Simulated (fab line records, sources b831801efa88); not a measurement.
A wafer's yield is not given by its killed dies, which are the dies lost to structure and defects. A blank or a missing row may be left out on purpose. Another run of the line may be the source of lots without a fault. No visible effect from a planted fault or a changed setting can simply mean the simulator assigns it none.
One fault seen from 2 desks | flow sky130 | numbers are kept per desk, each desk with only its own; the story behind them comes last

AT THE TOOL OWNER'S DESK: rie metal-02
The tool's own readings at SKY_METAL2_METAL_ETCH_19 (etches the open film in Cl2/BCl3, stops on SiO2, target depth 360 nm, time 78 s): means of the sampled wafers that have a number, for each lot that ran on this tool. The brackets show how far a lot's mean lies from the usual mean; more than 4 standard deviations puts the lot out of limits, marked OUT.
Columns: A = drypump motor current A at SKY_METAL2_METAL_ETCH_19, usual 5.87 A; B = oes product au at SKY_METAL2_METAL_ETCH_19, usual 0.854 a.u.; C = throttle valve pct at SKY_METAL2_METAL_ETCH_19, usual 22.264 %
lot  | first seen here | A    | B     | C
L711 | day 37 06:20    | 5.83 | 0.853 | 22.269
L715 | day 38 14:10    | 5.80 | 0.848 | 22.265
L721 | day 40 00:54    | 5.82 | 0.869 | 22.265
L723 | day 40 02:11    | 6.13 | 0.865 | 22.264
L720 | day 40 04:00    | 5.91 | 0.861 | 22.266
This desk's finding: nothing out of limits on any of the 5 lots.

METROLOGY DESK
Lot by lot, what the gauges showed, no matter which tool ran the lot: averages of those sampled wafers that carry a number. The brackets show how far a lot's mean lies from the usual mean; more than 4 standard deviations puts the lot out of limits, marked OUT.
Columns: A = POLY_GATE_CVD_03_THK at SKY_POLY_GATE_THK_MEAS_04, usual 75.4 nm; B = RES_XHIGH_RS at SKY_SD_N_RS_MEAS_18, usual 333.0 ohm/sq
lot  | first seen here | A    | B
L708 | day 16 12:59    | 75.7 | 334.3
L710 | day 17 14:49    | 75.3 | 333.9
L711 | day 17 14:50    | 75.1 | 333.8
L715 | day 19 02:28    | 75.8 | 334.5
L721 | day 20 00:17    | 76.5 | 334.1
L720 | day 20 06:58    | 76.2 | 330.3
L723 | day 20 23:59    | 74.2 | 330.2
L726 | day 22 02:38    | 75.3 | 334.2
L729 | day 23 00:02    | 74.8 | 332.8
L730 | day 23 06:53    | 74.3 | 334.1
L731 | day 23 12:16    | 76.2 | 332.6
This desk's finding: nothing out of limits on any of the 11 lots.

BROUGHT TOGETHER
Nothing out of limits was seen by the tool owner's desk.
From the metrology desk's view, nothing was out of limits.

WHAT HAD BEEN PUT IN BY THE SIMULATOR
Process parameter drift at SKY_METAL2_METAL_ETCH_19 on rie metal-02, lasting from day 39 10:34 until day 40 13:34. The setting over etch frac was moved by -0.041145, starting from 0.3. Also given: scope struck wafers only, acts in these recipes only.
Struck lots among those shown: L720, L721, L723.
